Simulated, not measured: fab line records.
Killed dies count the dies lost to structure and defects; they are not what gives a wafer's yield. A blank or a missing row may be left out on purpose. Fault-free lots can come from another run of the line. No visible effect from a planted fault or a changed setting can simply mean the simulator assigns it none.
fab line records    flow sfq_line
record: lots: 5  wafers: 15  last_day: 95
route steps=325 shown M6@255 I6@266 M7@281
lots that met no fault: from a run of the same line without faults
start_h: hours from the record's opening day to when the first of the lot's shown wafers began    wait_h: time in hours since the lot's previous step    " unchanged from the row above    L1.1+2: a row that stands for several wafers    - no value, or no start given    * or withheld: withheld    < > ~ a bound
route shown NAME@n: names a module that has steps shown in the file, with the first one's number in the route    usual: average and standard deviation across the fault-free wafers    same: alike in all rows    chamber/n: place in a boat    sites: per-site readings    _std_site: the values' standard deviation    _edge_site: outer sites' mean less inner sites'    radius_mm: how far each site lies from the wafer's centre    mask NAME#n: copy n    behind: the last tool/chamber to shape the wafer    hold: cause of the lot's hold/its duration in hours/its outcome    device: the transistor (n, p or np) that didn't switch    end of line: at the end of the route, the tests of the same wafers    a step given without rows: its recipe and nothing more    killed: the dies lost at the first sort to structure and to defects; this is not the yield of the wafer    map: a wafer's dies, marking killed ones x, the rest . and places with no die _
set.NAME: the setting that was run; set.NAME@STEP: the one run at that earlier step    model.NAME: the simulator's own value behind a step, which no gauge read
lots at selected steps of the route; one table per step, one row per wafer
services: when a tool's chamber went out of use (start_h, in hours from the record's first day, below 0 if earlier), for how many hours, and the reason
== steps ==
step: SFQ_TRILAYER_M6_LITHO_COAT_164
recipe: resist: BARC  spin_rpm: 3000  resist_thk_nm: 62
step: SFQ_TRILAYER_M6_LITHO_COAT_159
recipe: resist: KrF  spin_rpm: 3000  resist_thk_nm: 600
step: SFQ_TRILAYER_M6_LITHO_SOFTBAKE_163
recipe: temp_c: withheld  time_s: withheld  resist: KrF
step: SFQ_TRILAYER_M6_LITHO_EXPOSE_160
recipe: mask_id: M6  na: 0.6  source_shape: conventional  sigma_outer: 0.65  target_cd_nm: 500  dose_mj: 14.4
step: SFQ_TRILAYER_M6_LITHO_PEB_162
recipe: peb_temp_c: 115  peb_time_s: 60  resist: KrF
step: SFQ_TRILAYER_M6_LITHO_DEVELOP_161
recipe: time_s: 60  resist: KrF
step: SFQ_M6_OVL_MEAS_940
usual: M6_OVL: -2/5.6
lot.wafer  tool        chamber  start_h  wait_h  M6_OVL[nm]
L803.1     overlay-02  -        1745.30  0.1     -8
L803.2     "           -        "        "       -6
L803.6     "           -        "        "       -4
L808.2     overlay-01  -        1925.70  0.1     0
L808.3     "           -        "        "       4
L808.4     "           -        "        "       1
L812.2     overlay-01  -        1936.50  0.1     -4
L812.5     "           -        "        "       -3
L812.6     "           -        "        "       8
L814.3     overlay-01  -        1945.17  0.1     5
L814.4     "           -        "        "       1
L814.5     "           -        "        "       13
L821.1     overlay-02  -        1990.42  0.1     4
L821.2     "           -        "        "       -1
L821.5     "           -        "        "       1
step: SFQ_TRILAYER_M6_BARC_OPEN_METAL_ETCH_206
recipe: mask_material: PR  chemistry: O2  target_depth_nm: 125  target: BARC  icp_w: 600  bias_w: 80  pressure_mtorr: 10  time_s: 41.7
usual: chamber_pressure_mTorr: 10.000/0.0092  drypump_motor_current_A: 5.9/0.32  oes_product_au: 0.685/0.0048
lot.wafer  tool          chamber  start_h  wait_h  chamber_pressure_mTorr  drypump_motor_current_A  oes_product_au  rf_hours_counter_h
L803.1     rie_metal-04  0        1745.34  0.0     9.985                   6.2                      0.678           101
L803.2     "             1        "        "       9.998                   6.0                      0.687           123
L803.6     "             0        "        "       10.016                  6.2                      0.677           -
L808.2     rie_metal-04  1        1925.73  0.0     9.998                   6.0                      0.684           20
L808.3     "             1        "        "       9.994                   6.1                      0.684           -
L808.4     "             0        "        "       10.001                  6.2                      0.690           -
L812.2     rie_metal-01  1        1936.53  0.0     10.018                  5.4                      0.686           1
L812.5     "             0        "        "       9.995                   5.9                      0.686           -
L812.6     "             1        "        "       10.007                  5.5                      0.688           -
L814.3     rie_metal-04  0        1945.22  0.0     10.012                  6.2                      0.682           -
L814.4     "             1        "        "       10.004                  6.0                      0.684           -
L814.5     "             0        "        "       9.994                   6.2                      0.679           -
L821.1     rie_metal-01  1        1990.46  0.0     10.002                  5.5                      0.689           10
L821.2     "             1        "        "       9.993                   5.4                      0.685           -
L821.5     "             1        "        "       9.998                   5.5                      0.689           -
step: SFQ_TRILAYER_M6_ETCH_METAL_ETCH_162
recipe: target: Nb  stop_on: SiO2  mask_material: PR  chemistry: Cl2/Ar  target_depth_nm: 240  icp_w: 600  bias_w: 80  pressure_mtorr: 10  time_s: 120
step: SFQ_TRILAYER_M6_STRIP_STRIP_163
recipe: gas: O2  power_w: 200  platen_temp_c: 40  overash_fraction: 0.65  chemistry: O2  pressure_mtorr: 50
usual: chamber_pressure_mTorr: 50.00/0.044  drypump_motor_current_A: 5.9/0.32  oes_product_au: 1.006/0.008
same: overash_fraction: 0.65
lot.wafer  tool          chamber  start_h  wait_h  chamber_pressure_mTorr  drypump_motor_current_A  oes_product_au  rf_hours_counter_h
L803.1     rie_metal-04  0        1745.52  0.1     50.04                   6.2                      1.014           101
L803.2     "             1        "        "       49.98                   6.1                      0.996           123
L803.6     "             0        "        "       49.95                   6.2                      1.006           -
L808.2     rie_metal-04  1        1925.92  0.1     50.00                   6.1                      1.010           20
L808.3     "             1        "        "       50.00                   6.1                      1.010           -
L808.4     "             0        "        "       49.99                   6.2                      0.989           -
L812.2     rie_metal-01  1        1936.72  0.1     49.95                   5.4                      1.016           1
L812.5     "             0        "        "       50.02                   5.9                      1.005           -
L812.6     "             1        "        "       49.97                   5.5                      1.016           -
L814.3     rie_metal-04  0        1945.58  0.2     50.08                   6.2                      1.005           -
L814.4     "             1        "        "       49.96                   6.1                      1.011           -
L814.5     "             0        "        "       49.94                   6.2                      0.991           -
L821.1     rie_metal-01  1        1990.83  0.2     49.94                   5.5                      1.008           11
L821.2     "             1        "        "       49.97                   5.4                      1.010           -
L821.5     "             1        "        "       49.89                   5.5                      1.009           -
step: SFQ_TRILAYER_M6_STRIP_SOLV_CLEAN_164
recipe: chemistry: NMP  temp_c: 70  time_s: 600
step: SFQ_TRILAYER_I6_DEP_PECVD_165
recipe: material: SiO2  temp_c: 150  time_s: 111.11  pressure_torr: 2.4  rf_w: 183.3  precursor: SiH4/N2O  target_thk_nm: 500
usual: heater_power_w: 79/15  throttle_valve_pct: 24.7/1.2
lot.wafer  tool      chamber  start_h  wait_h  heater_power_w  throttle_valve_pct
L803.1     pecvd-02  2        1746.30  0.0     99              24.2
L803.2     "         1        "        "       76              24.9
L803.6     "         2        "        "       99              24.1
L808.2     pecvd-04  2        1926.69  0.0     62              24.0
L808.3     "         1        "        "       84              23.3
L808.4     "         1        "        "       87              23.6
L812.2     pecvd-04  1        1937.49  0.0     98              23.3
L812.5     "         1        "        "       102             23.3
L812.6     "         0        "        "       90              23.4
L814.3     pecvd-04  2        1946.17  0.0     72              23.8
L814.4     "         2        "        "       73              23.8
L814.5     "         1        "        "       88              23.4
L821.1     pecvd-02  0        1992.20  0.0     62              26.5
L821.2     "         2        "        "       99              24.6
L821.5     "         0        "        "       51              26.5
step: SFQ_TRILAYER_I6_CMP_CMP_166
recipe: material: SiO2  down_force_psi: 3  platen_rpm: 60  pad_velocity_m_s: 0.94248
usual: motor_current_A: 10.0/0.97  retaining_ring_pressure_frac: 1.000/0.0051  slurry_filter_dp_kPa: 13.49/0.14  time_to_endpoint_s: 214/7.9
lot.wafer  tool    chamber  start_h  wait_h  motor_current_A  retaining_ring_pressure_frac  slurry_filter_dp_kPa  time_to_endpoint_s  model.SiO2_of_TRILAYER_I6_DEP_PECVD_165.thk_nm
L803.1     cmp-02  2        1746.98  0.6     8.8              1.001                         13.60                 221                 201.8
L803.2     "       1        1748.48  2.1     8.5              1.006                         13.55                 204                 199.6
L803.6     "       3        1749.48  3.1     11.5             0.997                         13.77                 219                 199.6
L808.3     cmp-01  3        1926.77  0.0     9.3              1.001                         13.32                 217                 200.7
L808.4     "       1        1927.77  1.0     10.9             1.000                         13.56                 224                 199.4
L808.2     "       2        "        "       9.9              0.999                         13.27                 214                 198.8
L812.2     cmp-02  1        1938.57  1.0     8.8              1.007                         13.71                 220                 179.4
L812.6     "       3        1939.57  2.0     11.3             1.003                         13.33                 209                 198.9
L812.5     "       0        "        "       10.3             0.999                         13.28                 219                 200.1
L814.4     cmp-01  3        1946.25  0.0     9.4              0.996                         13.33                 206                 198.9
L814.3     "       2        1947.75  1.5     9.9              0.989                         13.37                 201                 197.4
L814.5     "       0        1948.75  2.5     10.5             0.994                         13.67                 222                 199.1
L821.2     cmp-01  0        1992.28  0.0     10.9             0.997                         13.53                 217                 200.2
L821.1     "       2        1993.28  1.0     9.8              0.996                         13.58                 203                 199.5
L821.5     "       1        1994.78  2.5     10.6             1.000                         13.36                 215                 200.3
step: SFQ_I6_BOW_MEAS_941
recipe: mode: bow
usual: I6_BOW: 7/11
lot.wafer  tool           chamber  start_h  wait_h  I6_BOW[um]
L803.1     film_metro-01  -        1749.98  2.5     7
L803.2     "              -        "        "       0
L803.6     "              -        "        "       8
L808.2     film_metro-01  -        1929.79  1.0     2
L808.3     "              -        "        "       13
L808.4     "              -        "        "       -1
L812.2     film_metro-03  -        1940.59  1.5     5
L812.5     "              -        "        "       0
L812.6     "              -        "        "       7
L812.2     film_metro-03  -        1941.91  1.3     -
L812.5     "              -        "        "       -
L812.6     "              -        "        "       -
L814.3     film_metro-01  -        1949.29  1.0     11
L814.4     "              -        "        "       21
L814.5     "              -        "        "       23
L821.1     film_metro-02  -        1995.28  1.5     -17
L821.2     "              -        "        "       -5
L821.5     "              -        "        "       -12
step: SFQ_TRILAYER_I6_METRO_MEASURE_167
usual: thk_nm: 199.9/1.1
lot.wafer  tool           chamber  start_h  wait_h  thk_nm
L803.1     film_metro-01  -        1750.10  0.1     201.8
L803.2     "              -        "        "       199.4
L803.6     "              -        "        "       199.6
L808.2     film_metro-01  -        1930.09  0.3     198.8
L808.3     "              -        "        "       200.8
L808.4     "              -        "        "       199.5
L812.2     film_metro-03  -        1947.57  5.6     179.3
L812.5     "              -        "        "       199.9
L812.6     "              -        "        "       198.8
L812.2     film_metro-03  -        1948.93  1.2     179.4
L812.5     "              -        "        "       199.8
L812.6     "              -        "        "       199.1
L814.3     film_metro-01  -        1949.77  0.5     197.5
L814.4     "              -        "        "       199.0
L814.5     "              -        "        "       199.0
L821.1     film_metro-02  -        1995.40  0.1     199.5
L821.2     "              -        "        "       200.4
L821.5     "              -        "        "       200.4
step: SFQ_TRILAYER_I6_VIA_LITHO_COAT_174
recipe: resist: BARC  spin_rpm: 3000  resist_thk_nm: 62
step: SFQ_TRILAYER_I6_VIA_LITHO_COAT_169
recipe: resist: KrF  spin_rpm: 3000  resist_thk_nm: 650
step: SFQ_TRILAYER_I6_VIA_LITHO_SOFTBAKE_173
recipe: temp_c: withheld  time_s: withheld  resist: KrF
step: SFQ_TRILAYER_I6_VIA_LITHO_EXPOSE_170
recipe: mask_id: I6  na: 0.6  source_shape: conventional  sigma_outer: 0.65  target_cd_nm: 700  dose_mj: 21.3
step: SFQ_TRILAYER_I6_VIA_LITHO_PEB_172
recipe: peb_temp_c: 115  peb_time_s: 60  resist: KrF
step: SFQ_TRILAYER_I6_VIA_LITHO_DEVELOP_171
recipe: time_s: 60  resist: KrF
step: SFQ_I6_OVL_MEAS_942
usual: I6_OVL: -8/5.5
lot.wafer  tool        chamber  start_h  wait_h  I6_OVL[nm]
L803.1     overlay-01  -        1842.18  0.1     -7
L803.2     "           -        "        "       3
L803.6     "           -        "        "       1
L808.2     overlay-02  -        1952.68  0.1     -12
L808.3     "           -        "        "       -14
L808.4     "           -        "        "       -15
L812.2     overlay-01  -        1967.83  0.1     -6
L812.5     "           -        "        "       -7
L812.6     "           -        "        "       -3
L814.3     overlay-01  -        1978.63  0.1     -11
L814.4     "           -        "        "       -10
L814.5     "           -        "        "       -10
L821.1     overlay-01  -        2021.82  0.1     -7
L821.2     "           -        "        "       -15
L821.5     "           -        "        "       -10
step: SFQ_TRILAYER_I6_VIA_BARC_OPEN_VIA_ETCH_235
recipe: mask_material: PR  chemistry: O2  target_depth_nm: 125  target: BARC  source_w: 500  bias_w: 80  pressure_mtorr: 30  time_s: 41.7
usual: chamber_pressure_mTorr: 29.998/0.029  drypump_motor_current_A: 5.6/0.43  oes_product_au: 0.684/0.0043
lot.wafer  tool         chamber  start_h  wait_h  chamber_pressure_mTorr  drypump_motor_current_A  oes_product_au  rf_hours_counter_h
L803.1     rie_diel-04  1        1842.21  0.0     29.986                  5.6                      0.680           17
L803.2     "            3        "        "       29.976                  4.9                      0.689           7
L803.6     "            1        "        "       30.021                  5.6                      0.684           -
L808.2     rie_diel-02  0        1952.71  0.0     29.976                  5.6                      0.673           17
L808.3     "            3        "        "       29.992                  6.0                      0.687           9
L808.4     "            2        "        "       30.011                  5.1                      0.685           20
L812.2     rie_diel-04  0        1967.86  0.0     30.011                  6.6                      0.683           4
L812.5     "            2        "        "       29.976                  4.7                      0.685           -
L812.6     "            1        "        "       29.920                  5.6                      0.684           -
L814.3     rie_diel-02  1        1978.66  0.0     30.022                  5.9                      0.686           5
L814.4     "            0        "        "       29.985                  5.6                      0.691           18
L814.5     "            1        "        "       29.970                  5.9                      0.687           -
L821.1     rie_diel-04  3        2021.86  0.0     30.003                  4.9                      0.695           10
L821.2     "            1        "        "       29.998                  5.6                      0.691           2
L821.5     "            2        "        "       30.005                  4.7                      0.683           -
step: SFQ_TRILAYER_I6_VIA_ETCH_VIA_ETCH_172
recipe: target: SiO2  stop_on: Nb  mask_material: PR  taper_deg: 20  chemistry: CHF3  target_depth_nm: 260  source_w: 500  bias_w: 80  pressure_mtorr: 30  time_s: withheld
usual: chamber_pressure_mTorr: 30.002/0.027  drypump_motor_current_A: 5.6/0.44  oes_product_au: 0.854/0.0056
lot.wafer  tool         chamber  start_h  wait_h  chamber_pressure_mTorr  drypump_motor_current_A  oes_product_au  model.etch.depth_nm  model.I6.feature_depth_nm
L803.1     rie_diel-04  1        1842.25  0.0     29.976                  5.6                      0.859           201.8                201.8
L803.2     "            3        "        "       29.977                  5.0                      0.854           199.6                199.6
L803.6     "            1        "        "       29.971                  5.6                      0.857           199.6                199.6
L808.2     rie_diel-02  0        1952.75  0.0     30.029                  5.6                      0.855           198.8                198.8
L808.3     "            3        "        "       30.005                  6.0                      0.858           200.7                200.7
L808.4     "            2        "        "       29.998                  5.1                      0.854           199.4                199.4
L812.2     rie_diel-04  0        1967.90  0.0     29.995                  6.6                      0.806           179.4                179.4
L812.5     "            2        "        "       29.972                  4.6                      0.851           200.1                200.1
L812.6     "            1        "        "       30.002                  5.6                      0.849           198.9                198.9
L814.3     rie_diel-02  1        1978.70  0.0     29.936                  5.9                      0.845           197.4                197.4
L814.4     "            0        "        "       30.019                  5.6                      0.854           198.9                198.9
L814.5     "            1        "        "       30.001                  5.9                      0.856           199.1                199.1
L821.1     rie_diel-04  3        2021.90  0.0     29.976                  4.9                      0.856           199.5                199.5
L821.2     "            1        "        "       29.975                  5.6                      0.860           200.2                200.2
L821.5     "            2        "        "       29.947                  4.7                      0.860           200.3                200.3
step: SFQ_TRILAYER_I6_VIA_STRIP_STRIP_173
recipe: gas: O2  power_w: 200  platen_temp_c: 40  overash_fraction: 0.65  chemistry: O2  pressure_mtorr: 50
step: SFQ_TRILAYER_I6_VIA_STRIP_SOLV_CLEAN_174
recipe: chemistry: NMP  temp_c: 70  time_s: 600
step: SFQ_TRILAYER_M7_DEP_PRE_CLEAN_176
recipe: gas: Ar  time_s: 22.5  bias_v: 250
lot.wafer  tool            chamber  start_h  wait_h  model.SiO2_of_TRILAYER_I6_DEP_PECVD_165.thk_nm
L803.1     pvd_sputter-06  -        1843.14  0.0     194.3
L803.2+6   "               -        "        "       192.1
L808.2     pvd_sputter-06  -        1953.64  0.0     191.3
L808.3     "               -        "        "       193.2
L808.4     "               -        "        "       191.9
L812.2     pvd_sputter-06  -        1968.79  0.0     171.9
L812.5     "               -        "        "       192.6
L812.6     "               -        "        "       191.4
L814.3     pvd_sputter-06  -        1979.59  0.0     189.9
L814.4     "               -        "        "       191.4
L814.5     "               -        "        "       191.6
L821.1     pvd_sputter-06  -        2022.79  0.0     192
L821.2     "               -        "        "       192.7
L821.5     "               -        "        "       192.8
step: SFQ_TRILAYER_M7_DEP_SPUTTER_175
recipe: material: Nb  base_pressure_pa: 1.33e-06  chamber_pressure_pa: 0.1333  substrate_temp_c: 20  target_thk_nm: 200  power_w: 2000  time_s: 133.3
usual: base_pressure_pa: 1.33e-06/8.6e-08  throttle_valve_pct: 30.0/1.3
lot.wafer  tool            chamber  start_h  wait_h  base_pressure_pa  throttle_valve_pct
L803.1     pvd_sputter-06  -        1843.17  0.0     1.28e-06          30.0
L803.2     "               -        "        "       1.21e-06          27.1
L803.6     "               -        "        "       1.38e-06          29.4
L808.2     pvd_sputter-06  -        1953.67  0.0     1.32e-06          29.6
L808.3     "               -        "        "       1.06e-06          27.1
L808.4     "               -        "        "       1.35e-06          30.9
L812.2     pvd_sputter-06  -        1968.82  0.0     1.34e-06          30.2
L812.5     "               -        "        "       1.36e-06          30.3
L812.6     "               -        "        "       1.33e-06          29.3
L814.3     pvd_sputter-06  -        1979.62  0.0     1.37e-06          29.8
L814.4     "               -        "        "       1.2e-06           27.3
L814.5     "               -        "        "       1.28e-06          29.3
L821.1     pvd_sputter-06  -        2022.82  0.0     1.34e-06          30.3
L821.2     "               -        "        "       1.29e-06          29.5
L821.5     "               -        "        "       1.36e-06          27.1
== services ==
tool            chamber  start_h  hours  kind
rie_diel-04     3        1723.94  7.1    repair
cmp-01          -        1748.65  1.2    repair
cmp-01          -        1749.81  0.7    repair
pecvd-04        2        1753.22  4.1    repair
rie_metal-01    1        1755.90  3.2    repair
pecvd-04        1        1761.19  16.4   repair
cmp-01          -        1762.65  0.4    repair
film_metro-01   -        1771.10  1.6    pm
pecvd-04        -        1803.80  0.2    repair
rie_diel-02     3        1807.57  18.2   repair
rie_diel-02     0        1815.14  4.6    repair
pvd_sputter-06  -        1815.70  5.2    repair
cmp-01          -        1829.80  0.7    repair
film_metro-01   -        1847.99  0.4    pm
rie_diel-04     1        1850.63  3.5    repair
pecvd-04        -        1860.44  1.1    repair
film_metro-01   -        1884.24  0.6    pm
rie_diel-02     1        1893.40  10.8   repair
rie_diel-04     0        1897.68  9.2    repair
rie_diel-04     -        1908.01  14.6   pm
rie_diel-02     1        1917.26  6.6    repair
rie_metal-01    -        1979.37  2.8    pm
rie_metal-04    -        2010.27  0.1    repair
rie_diel-04     0        2020.89  32.5   repair
== key ==
first_sign: step: SFQ_I6_BOW_MEAS_941  reading: visit  direction: added
effect: step: SFQ_TRILAYER_I6_METRO_MEASURE_167  reading: visit  direction: added
effect: step: SFQ_TRILAYER_I6_METRO_MEASURE_167  reading: thk_nm  direction: down  sigmas: 19  usual: 199.9  struck: 179.3
effect: step: SFQ_TRILAYER_I6_VIA_ETCH_VIA_ETCH_172  reading: oes_product_au  direction: down  sigmas: 8.5  usual: 0.854  struck: 0.806
model_effect: step: SFQ_TRILAYER_I6_CMP_CMP_166  value: SiO2_of_TRILAYER_I6_DEP_PECVD_165.thk_nm  without: 199.4  struck: 179.4
model_effect: step: SFQ_TRILAYER_I6_VIA_ETCH_VIA_ETCH_172  value: etch.depth_nm  without: 199.4  struck: 179.4
model_effect: step: SFQ_TRILAYER_M7_DEP_PRE_CLEAN_176  value: SiO2_of_TRILAYER_I6_DEP_PECVD_165.thk_nm  without: 191.9  struck: 171.9
met_at SFQ_TRILAYER_I6_CMP_CMP_166
struck_wafers L812.2
onset_between 1746.98 1938.57
fault: kind: process_parameter_drift  tool: cmp-02  chamber: -  onset_h: 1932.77  steps: SFQ_TRILAYER_I6_CMP_CMP_166  channel: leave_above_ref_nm  offset: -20  shape: step  end_h: 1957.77  scope: struck_wafers_only  acts_in: these_recipes_only  stated: 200
